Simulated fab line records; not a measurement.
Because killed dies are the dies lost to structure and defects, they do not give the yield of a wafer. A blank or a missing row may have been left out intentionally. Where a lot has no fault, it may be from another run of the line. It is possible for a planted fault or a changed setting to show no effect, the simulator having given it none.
Which of the tools did it? / flow sky130 / 27 wafers from 9 lots sampled at 2 of the route's 708 steps

== WHAT EACH GAUGE READ, for each wafer ==
SKY_LOCAL_INTERCONNECT_RS_MEAS_01: measures by four-point-probe.
lot=L604; measured=day 29 21:07; on=filmMetro-01; LOCAL_INTERCONNECT_TIN_RS (ohm/sq)=14.13 14.12 14.13
lot=L605; measured=day 30 05:05; on=filmMetro-01; LOCAL_INTERCONNECT_TIN_RS (ohm/sq)=14.01 14.05 13.80
lot=L607; measured=day 31 05:28; on=filmMetro-01; LOCAL_INTERCONNECT_TIN_RS (ohm/sq)=13.94 14.04 14.17
lot=L615; measured=day 33 07:45; on=filmMetro-02; LOCAL_INTERCONNECT_TIN_RS (ohm/sq)=13.25 13.37 13.32 13.26 13.38 13.37
lot=L616; measured=day 33 13:00; on=filmMetro-03; LOCAL_INTERCONNECT_TIN_RS (ohm/sq)=13.43 13.42 13.46
lot=L620; measured=day 35 12:47; on=filmMetro-02; LOCAL_INTERCONNECT_TIN_RS (ohm/sq)=14.20 14.31 14.05
lot=L619; measured=day 35 13:05; on=filmMetro-03; LOCAL_INTERCONNECT_TIN_RS (ohm/sq)=14.17 14.11 14.19
lot=L624; measured=day 36 02:16; on=filmMetro-03; LOCAL_INTERCONNECT_TIN_RS (ohm/sq)=14.30 14.30 14.33
lot=L625; measured=day 36 10:15; on=filmMetro-03; LOCAL_INTERCONNECT_TIN_RS (ohm/sq)=14.07 14.31 14.28

== WHAT TOOL EACH LOT RAN ON (gives the tool, then ch and the chambers of the sampled wafers, and finally the start) ==
lot=L604; SKY_LOCAL_INTERCONNECT_SPUTTER_00=pvdSputter-03, day 29 21:01
lot=L605; SKY_LOCAL_INTERCONNECT_SPUTTER_00=pvdSputter-01, day 30 04:59
lot=L607; SKY_LOCAL_INTERCONNECT_SPUTTER_00=pvdSputter-01, day 31 05:23
lot=L615; SKY_LOCAL_INTERCONNECT_SPUTTER_00=pvdSputter-01, day 33 07:41
lot=L616; SKY_LOCAL_INTERCONNECT_SPUTTER_00=pvdSputter-01, day 33 12:56
lot=L620; SKY_LOCAL_INTERCONNECT_SPUTTER_00=pvdSputter-02, day 35 12:40
lot=L619; SKY_LOCAL_INTERCONNECT_SPUTTER_00=pvdSputter-03, day 35 13:01
lot=L624; SKY_LOCAL_INTERCONNECT_SPUTTER_00=pvdSputter-03, day 36 02:08
lot=L625; SKY_LOCAL_INTERCONNECT_SPUTTER_00=pvdSputter-02, day 36 10:10
- SKY_LOCAL_INTERCONNECT_SPUTTER_00: material TiN, target thk 100 nm, time 83.3 s.

== THE ANSWER, worked out from the rows above alone ==
Rule: usual is defined by the lots themselves. Put in order of their means at a reading, lots are off if they are a third of the lots or fewer, leave a main group of 4 or more, and stand apart from it by a gap of 3 or more times the standard deviation of the main group's means; of several such gaps the widest counts. If all means in a main group match to the digits the tables above print for the reading, that group is not used. Also off: a lot with no number at a reading for which 4 or more lots have one. The other lots that the step has rows for count as sound.
Off: L615, L616, seen at SKY_LOCAL_INTERCONNECT_RS_MEAS_01 (LOCAL_INTERCONNECT_TIN_RS). The main group: mean 14.14 ohm/sq, standard deviation 0.11.
A tool fits if, at a process step before that reading, it ran every lot that is off, and no sound lot after the first of them. The gauges at SKY_LOCAL_INTERCONNECT_RS_MEAS_01 are tried like those tools. One fits: pvdSputter-01 at SKY_LOCAL_INTERCONNECT_SPUTTER_00. A fault onset in the window from L607 (day 31 05:23, its last sound lot) to L615 (day 33 07:41, its first lot off) fits.

== WHAT THE SIMULATOR PUT IN ==
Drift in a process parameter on pvdSputter-01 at SKY_LOCAL_INTERCONNECT_SPUTTER_00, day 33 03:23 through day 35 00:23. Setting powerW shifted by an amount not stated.
Lots struck among those shown: L615, L616. The same result came from the rule above.
